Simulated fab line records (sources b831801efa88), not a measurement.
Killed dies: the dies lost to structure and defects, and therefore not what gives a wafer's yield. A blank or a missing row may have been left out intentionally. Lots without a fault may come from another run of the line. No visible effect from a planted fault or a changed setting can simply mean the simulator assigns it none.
Chamber matching -- flow sky130 -- 3 sister chambers for SKY_CONTACT_CVD_00 on pecvd-03
The step deposits Si3N4, target thk 75 nm. 22 wafers are shown with their chamber, then 11 later ones without.

== WAFERS WITH THEIR CHAMBER ==
wafer,chamber,heater power w (W)
L076.3,1,606
L076.4,2,781
L076.6,1,612
L081.3,0,772
L081.4,2,722
L081.6,0,776
L084.4,2,701
L084.5,0,885
L084.6,1,668
L085.1,0,875
L085.2,1,641
L085.3,2,781
L085.4,2,785
L085.5,1,656
L085.6,0,873
L088.2,0,865
L088.3,2,759
L088.5,1,680
L091.2,2,758
L091.5,2,792
L091.6,0,874
L094.1,1,577

SIGNATURES (averages over the wafers above)
reading,chamber 0,chamber 1,chamber 2,scatter within a chamber
heater power w,845.71,634.29,759.88,40
Rule: distance of a wafer from a chamber = root of the sum over the readings of ((wafer's reading minus chamber's mean) / reading's scatter) squared. If the next closest chamber is less than 2 further off than the closest, the wafer can't be placed; otherwise it belongs to the closest. The scatter: the root of (the sum of the squares of (reading less its chamber's mean) over the shown wafers, divided by (wafers less chambers)).

== WAFERS WHOSE CHAMBER IS MISSING ==
wafer,heater power w (W)
L094.2,872
L094.3,771
L094.4,758
L094.5,877
L094.6,588
L095.1,711
L095.2,655
L095.3,606
L097.1,645
L097.3,865
L097.4,648

== WHICH CHAMBER EACH WENT THROUGH ==
wafer,from the rows above,in truth
L094.2,0,0
L094.3,can't be placed: 2 or 0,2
L094.4,2,2
L094.5,0,0
L094.6,1,1
L095.1,can't be placed: 2 or 1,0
L095.2,1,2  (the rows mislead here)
L095.3,1,1
L097.1,1,1
L097.3,0,0
L097.4,1,1
Correctly placed: 8 of 11. Unplaceable from these rows: 2, with the true chamber sitting among the candidates in 1. Wrongly placed: 1.
